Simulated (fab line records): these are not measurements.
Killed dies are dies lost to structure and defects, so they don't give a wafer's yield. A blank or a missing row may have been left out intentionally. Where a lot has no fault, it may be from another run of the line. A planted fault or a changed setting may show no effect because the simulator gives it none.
Matching of chambers :: flow gf180mcu :: GF_V4_CMP_26 on cmp-02 has 4 sister chambers
The step polishes, stops on SiO2, t overpolish 15 s, target thk 0 nm. 16 wafers are shown with their chamber, then 8 later ones without.

== WAFERS PAIRED WITH THEIR CHAMBERS ==
wafer: L260.2
chamber: 2
motor-current-A (A): 14.2
overpolish-run-s (s): 14.988
platen-rpm (rpm): 60.03

wafer: L260.3
chamber: 1
motor-current-A (A): 12.9
overpolish-run-s (s): 14.994
platen-rpm (rpm): 59.98

wafer: L260.4
chamber: 0
motor-current-A (A): 12.0
overpolish-run-s (s): 15.007
platen-rpm (rpm): 60.02

wafer: L261.1
chamber: 3
motor-current-A (A): 11.4
overpolish-run-s (s): 14.997
platen-rpm (rpm): 60.01

wafer: L261.2
chamber: 0
motor-current-A (A): 13.3
overpolish-run-s (s): 14.999
platen-rpm (rpm): 59.95

wafer: L261.4
chamber: 1
motor-current-A (A): 13.3
overpolish-run-s (s): 14.994
platen-rpm (rpm): 60.02

wafer: L262.1
chamber: 0
motor-current-A (A): 11.5
overpolish-run-s (s): 15.006
platen-rpm (rpm): 60.00

wafer: L262.4
chamber: 2
motor-current-A (A): 13.6
overpolish-run-s (s): 14.995
platen-rpm (rpm): 60.02

wafer: L262.5
chamber: 1
motor-current-A (A): 13.3
overpolish-run-s (s): 14.998
platen-rpm (rpm): 59.99

wafer: L268.3
chamber: 2
motor-current-A (A): 12.9
overpolish-run-s (s): 14.991
platen-rpm (rpm): 59.99

wafer: L268.5
chamber: 3
motor-current-A (A): 11.4
overpolish-run-s (s): 14.993
platen-rpm (rpm): 60.01

wafer: L268.6
chamber: 2
motor-current-A (A): 12.9
overpolish-run-s (s): 15.006
platen-rpm (rpm): 59.93

wafer: L271.4
chamber: 1
motor-current-A (A): 13.1
overpolish-run-s (s): 14.993
platen-rpm (rpm): 59.98

wafer: L271.5
chamber: 2
motor-current-A (A): 12.8
overpolish-run-s (s): 15.007
platen-rpm (rpm): 59.98

wafer: L271.6
chamber: 1
motor-current-A (A): 13.6
overpolish-run-s (s): 14.995
platen-rpm (rpm): 60.01

wafer: L276.2
chamber: 3
motor-current-A (A): 10.8
overpolish-run-s (s): 15.010
platen-rpm (rpm): 60.06

SIGNATURES (averages over the wafers above)
reading: motor-current-A
chamber 0: 12.267
chamber 1: 13.240
chamber 2: 13.280
chamber 3: 11.200
scatter within a chamber: 0.556

reading: overpolish-run-s
chamber 0: 15.00400
chamber 1: 14.99480
chamber 2: 14.99740
chamber 3: 15.00000
scatter within a chamber: 0.00653

reading: platen-rpm
chamber 0: 59.9900
chamber 1: 59.9960
chamber 2: 59.9900
chamber 3: 60.0267
scatter within a chamber: 0.0313
Rule: a wafer's distance from a chamber is the root of the sum, over the readings, of the square of ((its reading less the chamber's mean) divided by the reading's scatter). If the next closest chamber is less than 2 further off than the closest, the wafer can't be placed; otherwise it belongs to the closest. How the scatter is found: for the shown wafers, subtract from each reading the mean of its chamber, square and add these, divide the total by (wafers less chambers), then take the root.

== WAFERS WITH NO CHAMBER GIVEN ==
wafer: L276.4
motor-current-A (A): 12.7
overpolish-run-s (s): 15.005
platen-rpm (rpm): 60.04

wafer: L276.6
motor-current-A (A): 13.6
overpolish-run-s (s): 15.007
platen-rpm (rpm): 60.01

wafer: L278.4
motor-current-A (A): 12.8
overpolish-run-s (s): 14.976
platen-rpm (rpm): 60.06

wafer: L278.5
motor-current-A (A): 13.1
overpolish-run-s (s): 14.998
platen-rpm (rpm): 60.01

wafer: L278.6
motor-current-A (A): 13.6
overpolish-run-s (s): 14.983
platen-rpm (rpm): 60.07

wafer: L279.3
motor-current-A (A): 12.0
overpolish-run-s (s): 15.009
platen-rpm (rpm): 60.00

wafer: L279.4
motor-current-A (A): 13.7
overpolish-run-s (s): 15.004
platen-rpm (rpm): 60.01

wafer: L279.6
motor-current-A (A): 13.6
overpolish-run-s (s): 14.984
platen-rpm (rpm): 59.96

== CHAMBER TAKEN BY EACH ==
wafer: L276.4
from the rows above: can't be placed: 0 or 2 or 1 or 3
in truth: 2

wafer: L276.6
from the rows above: can't be placed: 2 or 1 or 0
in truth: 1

wafer: L278.4
from the rows above: can't be placed: 1 or 2 or 3 or 0
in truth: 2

wafer: L278.5
from the rows above: can't be placed: 1 or 2 or 0
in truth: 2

wafer: L278.6
from the rows above: can't be placed: 1 or 2 or 0
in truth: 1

wafer: L279.3
from the rows above: can't be placed: 0 or 3 or 2
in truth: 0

wafer: L279.4
from the rows above: can't be placed: 2 or 1 or 0
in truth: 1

wafer: L279.6
from the rows above: can't be placed: 1 or 2 or 0
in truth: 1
0 of 8 placed correctly. Unplaceable from these rows: 8, with the true chamber sitting among the candidates in 8. Placed wrongly: 0.
